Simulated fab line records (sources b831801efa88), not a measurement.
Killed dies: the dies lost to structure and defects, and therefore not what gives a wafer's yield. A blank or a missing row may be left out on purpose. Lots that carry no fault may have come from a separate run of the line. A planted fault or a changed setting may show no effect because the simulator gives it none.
2 desks, one fault	flow sky130	each desk holds nothing but its own numbers, with what lay behind them at the end

TOOL OWNER'S DESK, cmp-02
The tool's own readings at SKY_CONTACT_CMP_04 (polishes SiO2): means of the sampled wafers that have a number, for each lot that ran on this tool. If a lot's mean is further than 4 standard deviations from the usual mean, the lot is out of limits and carries the mark OUT (the distance appears in the brackets).
Columns: A = head_pressure_psi at SKY_CONTACT_CMP_04, usual 3.999 psi; B = motor_current_A at SKY_CONTACT_CMP_04, usual 11.9 A; C = time_to_endpoint_s at SKY_CONTACT_CMP_04, usual 84 s
lot	first seen here	A	B	C
L353	day 30 13:55	3.998	12.4	86
L354	day 31 01:34	4.006	12.1	78
L355	day 31 09:17	3.997	12.2	82
L362	day 33 09:24	3.996	13.0	89
L364	day 34 02:43	1.942 (-99 or more) OUT	8.1	107
L365	day 34 10:30	1.941 (-99 or more) OUT	7.6	111 (+4.5) OUT
L375	day 37 13:09	4.011	12.2	80
This desk finds L364, L365 out of limits, L364 being first, at day 34 02:43 (head_pressure_psi at SKY_CONTACT_CMP_04). L353, L354, L355, L362, L375 stayed within limits.

METROLOGY DESK
What the gauges read for every lot (on any tool): the sampled wafers with a number, averaged. If a lot's mean is further than 4 standard deviations from the usual mean, the lot is out of limits and carries the mark OUT (the distance appears in the brackets).
Columns: A = cd_nm at SKY_VIA1_CD_MEAS_12, usual 150.2 nm; B = VIA1_OVL at SKY_VIA1_OVL_MEAS_13, usual 0 nm
lot	first seen here	A	B
L353	day 34 01:50	149.4	3
L354	day 34 13:54	151.5	7
L355	day 34 20:39	152.7	2
L357	day 35 20:22	150.4	-1
L358	day 36 08:11	148.7	-2
L362	day 36 19:02	150.1	-5
L365	day 37 18:56	148.7	-5
L370	day 39 22:14	147.9	2
L369	day 40 01:01	150.0	-2
L372	day 40 03:07	150.0	0
L373	day 40 07:45	151.0	-1
L374	day 40 12:49	150.8	-0
L375	day 40 19:32	151.5	-1
Result from this desk: across the 13 lots, nothing is out of limits.

TAKEN TOGETHER
At day 34 02:43, on L364, L365, the tool owner's desk was in a position to raise an alarm.
From the metrology desk's view, nothing was out of limits.
The metrology desk has L365 on record, within its limits.
The metrology desk has no number on record for L364.
SKY_CONTACT_CMP_04 was run on cmp-02 by each of the lots named.

WHAT WAS PUT IN BY THE SIMULATOR
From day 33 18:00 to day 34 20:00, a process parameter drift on cmp-02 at SKY_CONTACT_CMP_04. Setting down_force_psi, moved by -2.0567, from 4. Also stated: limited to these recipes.
Struck lots among those shown: L364, L365.
Hours from the fault's start to each desk's first reading out of limits: the tool owner's desk, 9.
